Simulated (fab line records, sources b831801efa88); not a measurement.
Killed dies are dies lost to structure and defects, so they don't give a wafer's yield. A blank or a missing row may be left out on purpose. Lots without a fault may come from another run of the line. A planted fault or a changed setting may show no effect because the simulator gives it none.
Problem report in the 8D (eight disciplines) form, filled by code | flow sky130 | the parts of the form that need people (team, actions taken, sign-off) are left out

1. THE PROBLEM
run_length_s at SKY_VIA3_ETCH_14 reads a mean of 81.9 s on 3 wafers of 2 lots; wafers without a fault read 74.2 s with a standard deviation of 0.51. That is +15 standard deviations from the usual mean.
The step: etches BARC in N2/H2, stops on SiO2, time 45.9 s, target depth 60 nm.
First seen on wafer L355.4, day 45 16:07, on rie_diel-04. The record holds 18 wafers of 6 lots with a number at this step. Rule for "out", or "out of limits": more than 4 standard deviations from the usual mean. The other wafers with a number count as sound.

2. WHAT IT IS AND WHAT IT IS NOT
question                    | is                           | is not
which readings at this step | run_length_s, oes_product_au | drypump_motor_current_A, h2_flow_sccm, throttle_valve_pct
which lots                  | L355, L356                   | L336, L339, L347, L357
which wafers of those lots  | L355.4, L356.4, L356.5       | L355.2, L355.6, L356.3
read on which tools         | rie_diel-04                  | rie_diel-01
when                        | from day 45 16:07            | up to then (11 sound wafers); but 4 sound wafers of L356, L357 came after

3. SUSPECTS, AND WHAT RULES EACH OUT
Counting: a tool at a process step up to the reading stays a suspect if it ran every lot that is out. Sound lots after the first of them don't rule it out here, since some wafers of a struck lot are sound.
- cmp-02 at SKY_VIA3_CMP_02 (polishes SiO2): kept. It ran every lot that is out, first L355 (day 44 18:22).
- rie_diel-04 at SKY_VIA3_ETCH_14 (etches BARC in N2/H2, stops on SiO2, time 45.9 s, target depth 60 nm): kept. It ran every lot that is out, first L355 (day 45 16:07); its last sound lot up to then is L347 (day 44 01:10). Its own readings are out on those wafers: oes_product_au, run_length_s.
Left after counting: cmp-02 at SKY_VIA3_CMP_02, rie_diel-04 at SKY_VIA3_ETCH_14.

4. THE CAUSE (what the simulator had put in)
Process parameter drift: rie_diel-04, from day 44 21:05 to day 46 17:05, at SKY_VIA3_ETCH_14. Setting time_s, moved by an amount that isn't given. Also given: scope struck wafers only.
Counting left 2 suspects, and this tool is among them.

5. THE CHAIN OF EFFECTS, in route order
Each row: a reading whose mean over the struck wafers that have a number lies more than 3 standard deviations from the usual. Only readings for which the record gives a usual standard deviation are gone through. hours: the time from each lot's start at the first step in this table that gives one to its start at this step, as a median over the lots. sigmas: the change in usual standard deviations.
hours | step             | reading        | usual      | on struck wafers | change | sigmas
0     | SKY_VIA3_ETCH_14 | oes_product_au | 0.854 a.u. | 0.785            | -0.069 | -13
0     | SKY_VIA3_ETCH_14 | run_length_s   | 74.2 s     | 81.9             | +7.7   | +15
The process steps in it:
- SKY_VIA3_ETCH_14: etches BARC in N2/H2, stops on SiO2, time 45.9 s, target depth 60 nm.

6. WHAT WOULD HAVE CAUGHT IT SOONER
In this record the first reading out of limits was taken at day 45 16:07, 19 hours after the fault began at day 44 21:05.
